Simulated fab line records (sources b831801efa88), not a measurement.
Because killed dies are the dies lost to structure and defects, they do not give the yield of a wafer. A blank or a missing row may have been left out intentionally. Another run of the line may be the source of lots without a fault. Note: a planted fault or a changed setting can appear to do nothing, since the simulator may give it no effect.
fab line records | flow sky130 | part 1 of 2: steps 1 to 30 of 39
record: lots: 5 wafers: 15 last_day: 50
route steps=708 shown LOCAL_INTERCONNECT@387 CONTACT@406
lots that met no fault: from a run of the same line without faults
start_h: the number of hours between the record's first day and the start of the first shown wafer of the lot | wait_h: hours since the lot's step before | " as in the row above | L1.1+2: a single row standing in for several wafers | - no value present, or no start provided | * or withheld: withheld | < > ~ a bound
route shown NAME@n: NAME is a module with steps in the file, n the number in the route of the first one | usual: average and standard deviation across the fault-free wafers | same: alike in all rows | chamber/n: place in a boat | sites: the reading at each site | _std_site: their standard deviation | _edge_site: mean of outer sites minus mean of inner sites | radius_mm: for every site, how far away it sits from the centre of the wafer | mask NAME#n: copy n | behind: tool/chamber where the wafer was last shaped | hold: reason for holding the lot/hours on hold/outcome of the hold | device: the n, p or np transistor that did not switch | end of line: the route-end tests of the same wafers | a step without rows: its recipe alone | killed: not the wafer's yield, but the dies lost to structure and defects at the first sort | map: the dies of a wafer, with x for killed, . for not killed, _ for no die there
set.NAME: the setting that was run; set.NAME@STEP: the one run at that earlier step | model.NAME: the simulator's own value behind a step, which no gauge read
lots seen at some steps along the route; tables by step, rows by wafer
services: a tool's chamber out of use, with start hour (start_h, from the record's first day; less than 0 if before it), hours out, and reason
== steps ==
step: SKY_LOCAL_INTERCONNECT_SPUTTER_00
recipe: material: TiN target_thk_nm: 100 temp_c: 300 power_w: 6500 time_s: 83.3 chamber_pressure_pa: 0.4
usual: chamber_pressure_pa: 0.4000/0.00079 substrate_temp_c: 299.99/0.2 susceptor_temp_C: 300.00/0.19 throttle_valve_pct: 29.2/1.1
columns lot.wafer tool chamber start_h wait_h chamber_pressure_pa substrate_temp_c susceptor_temp_C throttle_valve_pct
L075.1 pvd_sputter-01 - 676.37 0.1 0.3987 299.91 300.13 30.2
L075.2 " - " " 0.4007 299.88 299.89 27.5
L075.6 " - " " 0.4003 300.03 299.93 29.7
L079.1 pvd_sputter-02 - 710.60 0.1 0.3993 299.95 300.06 30.5
L079.3 " - " " 0.3987 300.03 300.35 28.9
L079.4 " - " " 0.4007 300.06 299.88 30.9
L080.3 pvd_sputter-01 - 723.72 0.1 0.4007 299.93 300.18 29.9
L080.5 " - " " 0.4000 300.16 300.01 28.5
L080.6 " - " " 0.4007 299.84 299.82 30.3
L088.2 pvd_sputter-01 - 823.80 0.2 0.3995 300.18 299.43 30.1
L088.4 " - " " 0.3995 300.01 300.00 27.5
L088.5 " - " " 0.3999 299.92 299.75 27.6
L097.1 pvd_sputter-03 - 857.48 0.1 0.3991 300.03 299.97 29.2
L097.2 " - " " 0.4005 300.22 300.28 28.7
L097.3 " - " " 0.4018 299.81 300.11 31.0
step: SKY_LOCAL_INTERCONNECT_RS_MEAS_01
recipe: thk_meas_gauge: four-point-probe reads: TiN_of_LOCAL_INTERCONNECT_SPUTTER_00
usual: LOCAL_INTERCONNECT_TIN_RS: 14.15/0.17
columns lot.wafer tool chamber start_h wait_h LOCAL_INTERCONNECT_TIN_RS[ohm/sq]
L075.1 film_metro-03 - 676.44 0.0 14.15
L075.2 " - " " 14.33
L075.6 " - " " 14.13
L079.1 film_metro-03 - 710.67 0.0 14.26
L079.3 " - " " 14.18
L079.4 " - " " 14.14
L080.3 film_metro-03 - 723.83 0.1 14.07
L080.5 " - " " 14.17
L080.6 " - " " 14.11
L088.2 film_metro-02 - 823.89 0.1 13.82
L088.4 " - " " 14.12
L088.5 " - " " 14.07
L097.1 film_metro-01 - 857.54 0.0 14.05
L097.2 " - " " 14.14
L097.3 " - " " 14.16
step: SKY_LOCAL_INTERCONNECT_THK_MEAS_02
recipe: thk_meas_gauge: xrf reads: TiN_of_LOCAL_INTERCONNECT_SPUTTER_00
usual: LOCAL_INTERCONNECT_TIN_THK: 99.7/1.5
columns lot.wafer tool chamber start_h wait_h LOCAL_INTERCONNECT_TIN_THK[nm]
L075.1 film_metro-03 - 676.56 0.1 99.2
L075.2 " - " " 98.1
L075.6 " - " " 99.5
L079.1 film_metro-03 - 710.79 0.1 98.2
L079.3 " - " " 98.5
L079.4 " - " " 98.8
L080.3 film_metro-03 - 723.93 0.1 99.5
L080.5 " - " " 99.4
L080.6 " - " " 99.3
L088.2 film_metro-02 - 824.00 0.1 102.6
L088.4 " - " " 100.6
L088.5 " - " " 100.9
L097.1 film_metro-01 - 857.66 0.1 101.3
L097.2 " - " " 100.7
L097.3 " - " " 100.3
step: SKY_LOCAL_INTERCONNECT_DEHYDRATE_03
recipe: temp_c: 200 time_s: 60
columns lot.wafer tool chamber start_h wait_h
L075.1+2+6 litho_track-01 0 689.65 13.1
L079.1+3+4 litho_track-04 0 724.24 13.4
L080.3+5+6 litho_track-04 0 737.64 13.7
L088.2+4+5 litho_track-04 0 835.96 12.0
L097.1+2+3 litho_track-02 0 869.90 12.2
step: SKY_LOCAL_INTERCONNECT_HMDS_04
recipe: prime_time_s: 60 prime_temp_c: 120
columns lot.wafer tool chamber start_h wait_h
L075.1+2+6 litho_track-01 0 689.80 0.1
L079.1+3+4 litho_track-04 0 724.39 0.1
L080.3+5+6 litho_track-04 0 737.79 0.1
L088.2+4+5 litho_track-04 0 836.11 0.1
L097.1+2+3 litho_track-02 0 870.05 0.1
step: SKY_LOCAL_INTERCONNECT_COAT_05
recipe: resist: BARC temp_c: withheld time_s: withheld spin_rpm: 3000 resist_thk_nm: 60
columns lot.wafer tool chamber start_h wait_h
L075.1+2+6 litho_track-01 0 689.95 0.1
L079.1+3+4 litho_track-04 0 724.54 0.1
L080.3+5+6 litho_track-04 0 737.94 0.1
L088.2+4+5 litho_track-04 0 836.26 0.1
L097.1+2+3 litho_track-02 0 870.20 0.1
step: SKY_LOCAL_INTERCONNECT_COAT_06
recipe: resist: KrF-thick spin_rpm: 3000 resist_thk_nm: 450
columns lot.wafer tool chamber start_h wait_h
L075.1+2+6 litho_track-01 0 - -
L079.1+3+4 litho_track-04 0 - -
L080.3+5+6 litho_track-04 0 - -
L088.2+4+5 litho_track-04 0 - -
L097.1+2+3 litho_track-02 0 - -
step: SKY_LOCAL_INTERCONNECT_SOFTBAKE_07
recipe: temp_c: 100 time_s: 90 resist: KrF-thick
columns lot.wafer tool chamber start_h wait_h
L075.1+2+6 litho_track-01 0 - -
L079.1+3+4 litho_track-04 0 - -
L080.3+5+6 litho_track-04 0 - -
L088.2+4+5 litho_track-04 0 - -
L097.1+2+3 litho_track-02 0 - -
step: SKY_LOCAL_INTERCONNECT_EXPOSE_08
recipe: mask_id: LI1M na: 0.8 source_shape: annular sigma_inner: 0.55 sigma_outer: 0.85 target_cd_nm: 170 dose_mj: 28
usual: stage_vel_mm_s: 499.96/0.27
columns lot.wafer tool chamber start_h wait_h mask stage_vel_mm_s
L075.1 krf_scanner-01 0 - - LI1M#0 500.41
L075.2 " 0 " " LI1M#0 500.09
L075.6 " 0 " " LI1M#0 500.43
L079.1 krf_scanner-02 0 - - LI1M#0 500.18
L079.3 " 0 " " LI1M#0 500.02
L079.4 " 0 " " LI1M#0 500.29
L080.3 krf_scanner-02 0 - - LI1M#0 499.73
L080.5 " 0 " " LI1M#0 499.78
L080.6 " 0 " " LI1M#0 499.79
L088.2 krf_scanner-01 0 - - LI1M#0 499.92
L088.4 " 0 " " LI1M#0 500.07
L088.5 " 0 " " LI1M#0 500.08
L097.1 krf_scanner-02 0 - - LI1M#0 500.19
L097.2 " 0 " " LI1M#0 500.64
L097.3 " 0 " " LI1M#0 499.99
step: SKY_LOCAL_INTERCONNECT_PEB_09
recipe: peb_temp_c: withheld peb_time_s: withheld resist: KrF-thick
columns lot.wafer tool chamber start_h wait_h
L075.1+2+6 litho_track-04 0 - -
L079.1+3+4 litho_track-02 0 - -
L080.3+5+6 litho_track-02 0 - -
L088.2+4+5 litho_track-02 0 - -
L097.1+2+3 litho_track-01 0 - -
step: SKY_LOCAL_INTERCONNECT_DEVELOP_10
recipe: develop_time_s: 60 resist: KrF-thick dev_temp_c: 21
columns lot.wafer tool chamber start_h wait_h
L075.1+2+6 litho_track-04 0 - -
L079.1+3+4 litho_track-02 0 - -
L080.3+5+6 litho_track-02 0 - -
L088.2+4+5 litho_track-02 0 - -
L097.1+2+3 litho_track-01 0 - -
step: SKY_LOCAL_INTERCONNECT_CD_MEAS_11
recipe: target_cd_nm: 170
usual: cd_nm: 169.6/1.2
columns lot.wafer tool chamber start_h wait_h cd_nm
L075.1 cd_sem-02 - 704.14 - 172.1
L075.2 " - " " 169.9
L075.6 " - " " 172.9
L079.1 cd_sem-02 - 738.95 - 169.7
L079.3 " - " " 168.9
L079.4 " - " " 169.4
L080.3 cd_sem-02 - 750.89 - 170.2
L080.5 " - " " 169.5
L080.6 " - " " 169.5
L088.2 cd_sem-01 - 849.48 - 171.0
L088.4 " - " " 170.1
L088.5 " - " " 170.3
L097.1 cd_sem-01 - 883.65 - 169.6
L097.2 " - " " 169.3
L097.3 " - " " 170.1
step: SKY_LOCAL_INTERCONNECT_OVL_MEAS_12
usual: LOCAL_INTERCONNECT_OVL: 1/4.3
columns lot.wafer tool chamber start_h wait_h LOCAL_INTERCONNECT_OVL[nm]
L075.1 overlay-02 - 704.26 0.1 2
L075.2 " - " " -9
L075.6 " - " " -5
L079.1 overlay-02 - 739.07 0.1 -1
L079.3 " - " " 0
L079.4 " - " " -4
L080.3 overlay-01 - 750.99 0.1 2
L080.5 " - " " -2
L080.6 " - " " -4
L088.2 overlay-02 - 849.59 0.1 -3
L088.4 " - " " 1
L088.5 " - " " 1
L097.1 overlay-01 - 883.77 0.1 -2
L097.2 " - " " -2
L097.3 " - " " -2
step: SKY_LOCAL_INTERCONNECT_ETCH_13
recipe: chemistry: N2/H2 target: BARC ion_energy_ev: 200 bias_w: 100 pressure_mtorr: 30 n2_flow_sccm: 100 h2_flow_sccm: 200 icp_w: 500 stop_on: SiO2 time_s: 45.9 target_depth_a: 600
usual: drypump_motor_current_A: 5.97/0.25 oes_product_au: 0.854/0.0048 throttle_valve_pct: 13.224/0.0088
columns lot.wafer tool chamber start_h wait_h drypump_motor_current_A oes_product_au rf_hours_counter_h throttle_valve_pct
L075.1 rie_metal-03 1 704.29 0.0 6.21 0.852 11 13.221
L075.2 " 0 " " 5.77 0.852 10 13.218
L075.6 " 0 " " 5.72 0.860 - 13.218
L079.1 rie_metal-04 0 739.11 0.0 6.08 0.860 1 13.224
L079.3 " 0 " " 6.08 0.855 - 13.218
L079.4 " 0 " " 6.10 0.850 - 13.233
L080.3 rie_metal-03 1 751.03 0.0 6.21 0.852 - 13.229
L080.5 " 1 " " 6.16 0.860 - 13.213
L080.6 " 0 " " 5.77 0.859 - 13.220
L088.2 rie_metal-02 0 849.62 0.0 5.90 0.850 11 13.225
L088.4 " 0 " " 5.91 0.861 - 13.228
L088.5 " 1 " " 5.56 0.849 - 13.228
L097.1 rie_metal-04 0 883.81 0.0 6.10 0.850 8 13.218
L097.2 " 1 " " 6.35 0.856 5 13.235
L097.3 " 0 " " 6.06 0.847 - 13.212
step: SKY_LOCAL_INTERCONNECT_METAL_ETCH_14
recipe: target_depth_nm: 110 stop_on: PSG chemistry: Cl2/BCl3 target: TiN resist_sidewall_deg: 88 pressure_mtorr: 10 icp_w: 900 bias_w: 48.5 Cl2_flow_sccm: 60 bcl3_flow_sccm: 30 time_s: 31.4
usual: drypump_motor_current_A: 5.97/0.25 oes_product_au: 0.940/0.0087 throttle_valve_pct: 21.901/0.0089
columns lot.wafer tool chamber start_h wait_h drypump_motor_current_A oes_product_au rf_hours_counter_h throttle_valve_pct
L075.1 rie_metal-03 1 704.36 0.0 6.14 0.939 11 21.895
L075.2 " 0 " " 5.75 0.938 10 21.900
L075.6 " 0 " " 5.76 0.945 - 21.906
L079.1 rie_metal-04 0 739.24 0.1 6.08 0.942 1 21.892
L079.3 " 0 " " 6.09 0.932 - 21.901
L079.4 " 0 " " 6.08 0.933 - 21.902
L080.3 rie_metal-03 1 751.09 0.0 6.17 0.952 - 21.900
L080.5 " 1 " " 6.17 0.939 - 21.912
L080.6 " 0 " " 5.74 0.946 - 21.897
L088.2 rie_metal-02 0 849.68 0.0 5.92 0.951 11 21.908
L088.4 " 0 " " 5.91 0.941 - 21.885
L088.5 " 1 " " 5.56 0.949 - 21.888
L097.1 rie_metal-04 0 883.87 0.0 6.04 0.937 8 21.907
L097.2 " 1 " " 6.35 0.950 5 21.904
L097.3 " 0 " " 6.07 0.945 - 21.911
step: SKY_LOCAL_INTERCONNECT_STRIP_15
recipe: chemistry: O2/N2 power_w: 1400 pressure_mtorr: 1500 platen_temp_c: withheld o2_flow_sccm: 3000 n2_flow_sccm: 300 overash_fraction: 0.5
usual: drypump_motor_current_A: 6.1/0.59 oes_product_au: 0.427/0.0044 strip_time_to_endpoint_s: 4.736/0.017
columns lot.wafer tool chamber start_h wait_h drypump_motor_current_A oes_product_au rf_hours_counter_h strip_time_to_endpoint_s
L075.1 plasma_asher-04 0 704.41 0.0 5.2 0.423 97 4.762
L075.2 " 1 " " 6.7 0.431 97 4.756
L075.6 " 0 " " 5.2 0.431 - 4.729
L079.1 plasma_asher-02 1 739.34 0.1 6.2 0.426 88 4.738
L079.3 " 1 " " 6.2 0.430 - 4.751
L079.4 " 0 " " 5.8 0.420 - 4.733
L080.3 plasma_asher-04 1 751.16 0.1 6.8 0.427 - 4.735
L080.5 " 0 " " 5.2 0.424 - 4.764
L080.6 " 1 " " 6.7 0.426 - 4.741
L088.2 plasma_asher-04 1 849.73 0.0 6.8 0.422 11 4.725
L088.4 " 0 " " 5.2 0.432 - 4.737
L088.5 " 0 " " 5.2 0.424 - 4.742
L097.1 plasma_asher-02 0 883.92 0.0 5.8 0.428 104 4.749
L097.2 " 1 " " 6.2 0.426 104 4.716
L097.3 " 0 " " 5.8 0.425 - 4.710
step: SKY_LOCAL_INTERCONNECT_STRIP_16
recipe: chemistry: post_etch_residue_remover time_s: 1200 temp_c: 72.5
columns lot.wafer tool chamber start_h wait_h
L075.1+2+6 wet_bench-01 0 704.51 0.1
L079.1+3+4 wet_bench-02 2 739.44 0.1
L080.3+5+6 wet_bench-01 1 751.22 0.0
L088.2+4+5 wet_bench-02 3 849.83 0.1
L097.1+2+3 wet_bench-02 2 884.02 0.1
step: SKY_LOCAL_INTERCONNECT_CLEAN_17
recipe: chemistry: IPA time_s: 180 temp_c: 25
columns lot.wafer tool chamber start_h wait_h
L075.1+2+6 wet_bench-02 1 704.85 0.0
L079.1+3+4 wet_bench-03 0 739.78 0.0
L080.3+5+6 wet_bench-03 0 751.91 0.0
L088.2+4+5 wet_bench-03 1 850.17 0.0
L097.1+2+3 wet_bench-02 0 884.36 0.0
step: SKY_LOCAL_INTERCONNECT_CLEAN_18
recipe: chemistry: O3/DIW dry: n2_spin
columns lot.wafer tool chamber start_h wait_h
L075.1+2+6 wet_bench-03 3 704.91 0.0
L079.1+3+4 wet_bench-02 2 739.84 0.0
L080.3+5+6 wet_bench-01 0 751.97 0.0
L088.2+4+5 wet_bench-01 2 850.23 0.0
L097.1+2+3 wet_bench-02 3 884.42 0.0
step: SKY_CONTACT_CVD_00
recipe: material: Si3N4 target_thk_nm: 75 temp_c: 400 time_s: withheld rf_w: 450
usual: heater_power_w: 658/76 susceptor_temp_C: 400.06/0.23
columns lot.wafer tool chamber start_h wait_h heater_power_w susceptor_temp_C
L075.1 pecvd-04 1 705.00 0.0 640 400.06
L075.2 " 0 " " 841 400.01
L075.6 " 0 " " 828 400.34
L079.1 pecvd-02 1 739.93 0.0 713 399.78
L079.3 " 2 " " 523 399.78
L079.4 " 2 " " 539 400.51
L080.3 pecvd-01 0 752.15 0.0 611 399.96
L080.5 " 1 " " 659 400.25
L080.6 " 0 " " 630 400.20
L088.2 pecvd-02 0 850.33 0.0 752 399.79
L088.4 " 2 " " 607 400.07
L088.5 " 0 " " 789 400.16
L097.1 pecvd-02 0 884.51 0.0 765 400.31
L097.2 " 2 " " 539 400.31
L097.3 " 1 " " 611 399.95
step: SKY_CONTACT_THK_MEAS_01
recipe: reads: Si3N4_of_CONTACT_CVD_00
usual: CONTACT_CVD_00_THK: 75.1/1.1
columns lot.wafer tool chamber start_h wait_h CONTACT_CVD_00_THK[nm]
L075.1 film_metro-04 - 705.05 - 77.2
L075.2 " - " " 75.5
L075.6 " - " " 76.7
L079.1 film_metro-03 - 739.96 - 74.6
L079.3 " - " " 75.2
L079.4 " - " " 76.0
L080.3 film_metro-02 - 752.20 - 75.4
L080.5 " - " " 77.1
L080.6 " - " " 76.6
L088.2 film_metro-02 - 850.37 - 74.8
L088.4 " - " " 75.3
L088.5 " - " " 76.2
L097.1 film_metro-03 - 884.55 - 73.1
L097.2 " - " " 72.4
L097.3 " - " " 72.6
step: SKY_CONTACT_HDPCVD_02
recipe: material: SiO2 target_thk_nm: 565 sigma_open_frac: 0.3 time_s: 94.2 temp_c: 600 sih4_flow_sccm: 60 pressure_mtorr: 6
usual: susceptor_temp_C: 599.96/0.3
columns lot.wafer tool chamber start_h wait_h susceptor_temp_C
L075.1 hdpcvd-01 1 705.11 0.1 599.90
L075.2 " 0 " " 599.78
L075.6 " 1 " " 599.85
L079.1 hdpcvd-01 2 740.02 0.1 600.27
L079.3 " 0 " " 600.33
L079.4 " 1 " " 599.47
L080.3 hdpcvd-02 0 752.24 0.0 599.81
L080.5 " 1 " " 600.48
L080.6 " 2 " " 599.88
L088.2 hdpcvd-02 0 850.42 0.0 599.38
L088.4 " 1 " " 599.94
L088.5 " 0 " " 599.94
L097.1 hdpcvd-01 2 884.61 0.1 599.93
L097.2 " 1 " " 599.80
L097.3 " 0 " " 600.54
step: SKY_CONTACT_THK_MEAS_03
recipe: reads: SiO2_of_CONTACT_HDPCVD_02
usual: CONTACT_HDPCVD_THK: 562/6.8
columns lot.wafer tool chamber start_h wait_h CONTACT_HDPCVD_THK[nm]
L075.1 film_metro-03 - 705.18 0.0 561
L075.2 " - " " 558
L075.6 " - " " 566
L079.1 film_metro-02 - 740.09 0.0 555
L079.3 " - " " 559
L079.4 " - " " 557
L080.3 film_metro-04 - 752.33 0.1 559
L080.5 " - " " 562
L080.6 " - " " 568
L088.2 film_metro-04 - 850.50 0.0 557
L088.4 " - " " 560
L088.5 " - " " 559
L097.1 film_metro-02 - 884.68 0.0 561
L097.2 " - " " 571
L097.3 " - " " 566
step: SKY_CONTACT_CMP_04
recipe: material: SiO2 down_force_psi: 4 platen_rpm: 60 pad_velocity_m_s: 0.94248
usual: motor_current_A: 12.8/1.1 time_to_endpoint_s: 81/4.8
columns lot.wafer tool chamber start_h wait_h motor_current_A time_to_endpoint_s
L075.1 cmp-02 0 705.24 0.1 14.7 74
L075.2 " 2 " " 11.3 78
L075.6 " 1 " " 13.2 81
L079.4 cmp-01 1 740.20 0.1 14.6 83
L079.1 " 2 " " 12.8 82
L079.3 " 3 " " 11.9 86
L080.3 cmp-02 0 752.47 0.1 14.0 73
L080.5 " 2 " " 11.3 84
L080.6 " 3 " " 12.0 78
L088.4 cmp-02 0 850.55 0.0 14.5 78
L088.2 " 1 " " 12.2 82
L088.5 " 1 " " 12.3 83
L097.3 cmp-02 2 884.79 0.1 12.3 88
L097.1 " 3 " " 12.2 82
L097.2 " 0 " " 14.1 82
step: SKY_CONTACT_BOW_MEAS_05
recipe: mode: bow
usual: CONTACT_BOW: 81/7.6
columns lot.wafer tool chamber start_h wait_h CONTACT_BOW[um]
L075.1 film_metro-02 - 705.54 0.2 76
L075.2 " - " " 80
L075.6 " - " " 77
L079.1 film_metro-03 - 740.45 0.1 84
L079.3 " - " " 65
L079.4 " - " " 78
L080.3 film_metro-02 - 752.71 0.2 77
L080.5 " - " " 82
L080.6 " - " " 72
L088.2 film_metro-03 - 850.87 0.2 75
L088.4 " - " " 83
L088.5 " - " " 77
L097.1 film_metro-04 - 885.04 0.1 77
L097.2 " - " " 77
L097.3 " - " " 81
step: SKY_CONTACT_DEHYDRATE_06
recipe: temp_c: 200 time_s: 60
columns lot.wafer tool chamber start_h wait_h
L075.1+2+6 litho_track-03 0 718.83 13.3
L079.1+3+4 litho_track-01 0 753.60 13.1
L080.3+5+6 litho_track-03 0 766.13 13.4
L088.2+4+5 litho_track-01 0 862.33 11.4
L097.1+2+3 litho_track-03 0 897.33 12.3
step: SKY_CONTACT_HMDS_07
recipe: prime_time_s: 60 prime_temp_c: 120
columns lot.wafer tool chamber start_h wait_h
L075.1+2+6 litho_track-03 0 718.98 0.1
L079.1+3+4 litho_track-01 0 753.75 0.1
L080.3+5+6 litho_track-03 0 766.28 0.1
L088.2+4+5 litho_track-01 0 862.48 0.1
L097.1+2+3 litho_track-03 0 897.48 0.1
step: SKY_CONTACT_COAT_08
recipe: resist: BARC temp_c: withheld time_s: withheld spin_rpm: 3000 resist_thk_nm: 60
columns lot.wafer tool chamber start_h wait_h
L075.1+2+6 litho_track-03 0 719.13 0.1
L079.1+3+4 litho_track-01 0 753.90 0.1
L080.3+5+6 litho_track-03 0 766.43 0.1
L088.2+4+5 litho_track-01 0 862.63 0.1
L097.1+2+3 litho_track-03 0 897.63 0.1
step: SKY_CONTACT_COAT_09
recipe: resist: KrF-thick spin_rpm: 3000 resist_thk_nm: 450
columns lot.wafer tool chamber start_h wait_h
L075.1+2+6 litho_track-03 0 - -
L079.1+3+4 litho_track-01 0 - -
L080.3+5+6 litho_track-03 0 - -
L088.2+4+5 litho_track-01 0 - -
L097.1+2+3 litho_track-03 0 - -
step: SKY_CONTACT_SOFTBAKE_10
recipe: temp_c: 100 time_s: 90 resist: KrF-thick
columns lot.wafer tool chamber start_h wait_h
L075.1+2+6 litho_track-03 0 - -
L079.1+3+4 litho_track-01 0 - -
L080.3+5+6 litho_track-03 0 - -
L088.2+4+5 litho_track-01 0 - -
L097.1+2+3 litho_track-03 0 - -
